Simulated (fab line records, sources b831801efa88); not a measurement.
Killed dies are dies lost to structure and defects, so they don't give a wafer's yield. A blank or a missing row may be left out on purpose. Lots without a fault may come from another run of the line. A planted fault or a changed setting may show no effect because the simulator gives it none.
Which tool did it? | flow sky130 | 12 lots, 36 wafers sampled, at 1 step of a route of 708

WHAT THE GAUGES READ, wafer by wafer
SKY_VIA2_THK_MEAS_01. Usual: VIA2_HDPCVD_THK 1193 nm, standard deviation 14.
lot  | measured     | on            | VIA2_HDPCVD_THK (nm) | flag
L948 | day 34 22:17 | film_metro-04 | 1216 1218 1199       |
L949 | day 35 10:07 | film_metro-01 | 1183 1204 1204       |
L950 | day 35 19:11 | film_metro-02 | 1189 1199 1218       |
L951 | day 36 01:37 | film_metro-01 | 1170 1183 1192       |
L952 | day 36 16:40 | film_metro-01 | 1194 1174 1179       |
L953 | day 36 21:47 | film_metro-04 | 1201 1203 1212       |
L954 | day 36 23:39 | film_metro-04 | 1180 1187 1184       |
L956 | day 37 13:26 | film_metro-04 | 1167 1208 1181       |
L957 | day 37 23:17 | film_metro-02 | 1185 1206 1195       |
L964 | day 40 03:58 | film_metro-01 | 1191 1194 1203       |
L969 | day 41 10:26 | film_metro-01 | 1179 1179 1188       |
L970 | day 41 17:44 | film_metro-02 | 1210 1209 1209       |

WHICH TOOL RAN EACH LOT (tool, then ch and the chambers of the sampled wafers, then the start)
The record holds no process step before these readings.

WHAT THE TOOLS THEMSELVES READ (means of the sampled wafers that have a number; where no wafer has one, the mark that the record gives instead)
The record holds no such reading with a usual standard deviation.

THE ANSWER, worked out from the rows above alone
Rule: a lot is off if the mean of its wafers that have a number lies more than 3 standard deviations from the usual mean. A lot without any number at a reading at which 4 lots or more have one is off too. The other lots that the step has rows for count as sound. The gauges are gone through in route order, then the tools' own readings, and for those a lot's mean is taken as printed above. The first step at which some lot is off is used, and at that step the reading that is off furthest; a lot without a number counts as furthest.
No lot is off at any reading shown: from this, nothing can be told.

WHAT THE SIMULATOR HAD PUT IN
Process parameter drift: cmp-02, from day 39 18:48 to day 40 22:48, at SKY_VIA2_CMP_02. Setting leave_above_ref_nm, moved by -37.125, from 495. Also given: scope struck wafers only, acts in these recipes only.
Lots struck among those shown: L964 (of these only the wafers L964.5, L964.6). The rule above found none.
